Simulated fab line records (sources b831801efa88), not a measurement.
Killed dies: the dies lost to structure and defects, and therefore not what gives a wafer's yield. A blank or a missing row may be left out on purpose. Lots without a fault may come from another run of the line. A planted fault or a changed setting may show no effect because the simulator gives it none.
One fault seen from 2 desks :: flow gf180mcu :: numbers are kept per desk, each desk with only its own; the story behind them comes last

DESK OF THE TOOL OWNER: cmp-02
The tool's own readings at GF_V5_CMP_04 (polishes SiO2): means of the sampled wafers that have a number, for each lot that ran on this tool. If a lot's mean is further than 4 standard deviations from the usual mean, the lot is out of limits and carries the mark OUT (the distance appears in the brackets).
Columns: A = motorCurrentA at GF_V5_CMP_04, usual 11.7 A; B = retainingRingPressureFrac at GF_V5_CMP_04, usual 0.999
lot: L613
first seen here: day 29 06:23
A: 11.9
B: 0.999

lot: L615
first seen here: day 29 22:26
A: 11.4
B: 0.998

lot: L616
first seen here: day 30 02:47
A: 12.1
B: 1.001

lot: L623
first seen here: day 31 23:25
A: 11.6
B: 0.998

lot: L624
first seen here: day 32 04:17
A: 11.4
B: 0.995
This desk's finding: nothing out of limits on any of the 5 lots.

THE METROLOGY DESK
Lot by lot, what the gauges showed, no matter which tool ran the lot: averages of those sampled wafers that carry a number. If a lot's mean is further than 4 standard deviations from the usual mean, the lot is out of limits and carries the mark OUT (the distance appears in the brackets).
Columns: A = V5_BOW at GF_V5_BOW_MEAS_05, usual 134 um; B = cdNm at GF_V5_CD_MEAS_14, usual 259.5 nm
lot: L605
first seen here: day 26 09:38
A: 136
B: 259.8

lot: L607
first seen here: day 27 10:22
A: 147
B: 259.3

lot: L608
first seen here: day 27 17:15
A: 126
B: 258.4

lot: L610
first seen here: day 28 18:22
A: 117
B: 257.8

lot: L611
first seen here: day 28 23:00
A: 140
B: 259.6

lot: L613
first seen here: day 29 06:36
A: 139
B: 259.0

lot: L614
first seen here: day 29 12:42
A: 135
B: 258.5

lot: L615
first seen here: day 29 22:44
A: 125
B: 259.9

lot: L616
first seen here: day 30 03:05
A: 139
B: 261.3

lot: L617
first seen here: day 30 05:22
A: 136
B: 257.6

lot: L618
first seen here: day 30 17:16
A: 145
B: 259.0

lot: L623
first seen here: day 31 23:44
A: 139
B: 259.6

lot: L624
first seen here: day 32 04:37
A: 143
B: 258.4
This desk's finding: nothing out of limits on any of the 13 lots.

BROUGHT TOGETHER
The desk of the tool owner found nothing out of limits.
The metrology desk saw nothing out of limits.

WHAT THE SIMULATOR HAD PUT IN
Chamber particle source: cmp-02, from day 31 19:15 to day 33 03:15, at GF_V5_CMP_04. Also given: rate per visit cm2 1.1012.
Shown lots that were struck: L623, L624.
